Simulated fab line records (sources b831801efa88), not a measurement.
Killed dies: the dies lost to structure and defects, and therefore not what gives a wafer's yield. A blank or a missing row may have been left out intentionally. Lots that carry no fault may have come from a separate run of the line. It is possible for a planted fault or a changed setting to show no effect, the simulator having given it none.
Commonality check across tools	flow sky130	10 lots and 30 wafers in the sample

## WHY IT WAS OPENED
At SKY_VIA1_RS_MEAS_22 the reading VIA1_W_RS is flagged on 2 of 10 lots. Fault-free wafers read 0.425 ohm/sq, with a standard deviation of 0.0049.
Rule: a lot is flagged when every wafer of it that has a number lies more than 4 standard deviations from that mean, or none has a number. As for the other lots, they are considered sound.

lot	measured	on	VIA1_W_RS (ohm/sq), wafer by wafer	flag
L866	day 35 01:45	film-metro-03	0.414 0.424 0.420	
L867	day 35 08:52	film-metro-02	0.418 0.423 0.426	
L870	day 36 04:01	film-metro-02	0.430 0.426 0.427	
L873	day 37 04:50	film-metro-03	0.426 0.428 0.435	
L874	day 37 13:10	film-metro-03	0.423 0.420 0.419	
L877	day 38 15:22	film-metro-03	0.420 0.422 0.419	
L878	day 39 00:43	film-metro-03	0.416 0.420 0.420	
L879	day 39 04:01	film-metro-04	0.217 0.216 0.216	FLAGGED
L881	day 39 11:16	film-metro-03	0.216 0.216 0.216	FLAGGED
L882	day 39 22:34	film-metro-03	0.429 0.425 0.418	
The mean of the flagged lots' numbers is 0.216 ohm/sq, -0.209 ohm/sq from the usual (-43 standard deviations).

## TOOL THAT RAN EACH LOT
The record holds 3 process steps before the reading, out of a route of 708 steps. Cell contents, in order: the tool; ch with the chambers the sampled wafers went through; the start.
lot	flag	SKY_METAL1_METAL_ETCH_19	SKY_VIA1_ETCH_15	SKY_VIA1_CVD_21
L866		rie-metal-02 ch 0,1, day 33 20:25	rie-diel-04 ch 0,1,3, day 35 00:58	cvd-w-02 ch 0,1, day 35 01:40
L867		rie-metal-04 ch 0, day 34 03:20	rie-diel-01 ch 0,3, day 35 07:43	cvd-w-02 ch 0,1, day 35 08:45
L870		rie-metal-04 ch 0,1, day 35 00:04	rie-diel-04 ch 0,1,3, day 36 03:13	cvd-w-01 ch 0,1, day 36 03:55
L873		rie-metal-01 ch 0, day 36 00:17	rie-diel-01 ch 0,2,3, day 37 04:01	cvd-w-02 ch 0,1, day 37 04:43
L874		rie-metal-04 ch 0,1, day 36 09:04	rie-diel-03 ch 0,1,2, day 37 12:22	cvd-w-02 ch 0,1, day 37 13:04
L877		rie-metal-01 ch 0, day 37 11:16	rie-diel-01 ch 0,1, day 38 14:34	cvd-w-02 ch 1, day 38 15:16
L878		rie-metal-02 ch 0,1, day 37 20:13	rie-diel-03 ch 0,2,3, day 38 23:49	cvd-w-02 ch 0,1, day 39 00:36
L879	FLAGGED	rie-metal-01 ch 0,1, day 38 00:22	rie-diel-01 ch 0,2,3, day 39 03:13	cvd-w-02 ch 0,1, day 39 03:55
L881	FLAGGED	rie-metal-04 ch 0,1, day 38 08:07	rie-diel-01 ch 0,2,3, day 39 10:28	cvd-w-02 ch 0,1, day 39 11:10
L882		rie-metal-01 ch 0,1, day 38 19:40	rie-diel-03 ch 1,2,3, day 39 21:43	cvd-w-01 ch 0,1, day 39 22:28
What these steps do:
- SKY_METAL1_METAL_ETCH_19: etches the open film in Cl2/BCl3, stops on SiO2, target depth 360 nm, time 78 s.
- SKY_VIA1_ETCH_15: etches SiO2 in C4F8/O2/Ar, stops on TiN, target depth 351 nm, time 54 s.
- SKY_VIA1_CVD_21: deposits W, target thk 270 nm, time 80.902 s.
- SKY_VIA1_RS_MEAS_22: measures by four-point-probe.

## FLAGGED OVER TOTAL, TOOL BY TOOL (the gauges that took the reading come last)
step	tool	lots run	flagged	share of the flagged lots	sound lots run after its first flagged lot
SKY_METAL1_METAL_ETCH_19	rie-metal-01	4	1	some	1 (L882)
SKY_METAL1_METAL_ETCH_19	rie-metal-02	2	0	none	-
SKY_METAL1_METAL_ETCH_19	rie-metal-04	4	1	some	0
SKY_VIA1_ETCH_15	rie-diel-01	5	2	all	0
SKY_VIA1_ETCH_15	rie-diel-03	3	0	none	-
SKY_VIA1_ETCH_15	rie-diel-04	2	0	none	-
SKY_VIA1_CVD_21	cvd-w-01	2	0	none	-
SKY_VIA1_CVD_21	cvd-w-02	8	2	all	0
SKY_VIA1_RS_MEAS_22	film-metro-02	2	0	none	-
SKY_VIA1_RS_MEAS_22	film-metro-03	7	1	some	1 (L882)
SKY_VIA1_RS_MEAS_22	film-metro-04	1	1	some	0

## WHAT IS ALLOWED BY THE TABLE
Rows of the table that ran all the flagged lots, 2 in number: rie-diel-01 at SKY_VIA1_ETCH_15; cvd-w-02 at SKY_VIA1_CVD_21.
- rie-diel-01 at SKY_VIA1_ETCH_15: 2 of its 5 lots flagged. It ran its last sound lot, L877, at day 38 14:34 and its first flagged lot, L879, at day 39 03:13: a fault with its onset between the two fits.
- cvd-w-02 at SKY_VIA1_CVD_21: 2 of its 8 lots flagged. It ran its last sound lot, L878, at day 39 00:36 and its first flagged lot, L879, at day 39 03:55: a fault with its onset between the two fits.
A lot count leaves these 2 tools indistinguishable: every one of them fits a fault beginning at some hour. More lots, or a look at what each step does to the wafer, might.

## WHAT THE SIMULATOR HAD PUT IN
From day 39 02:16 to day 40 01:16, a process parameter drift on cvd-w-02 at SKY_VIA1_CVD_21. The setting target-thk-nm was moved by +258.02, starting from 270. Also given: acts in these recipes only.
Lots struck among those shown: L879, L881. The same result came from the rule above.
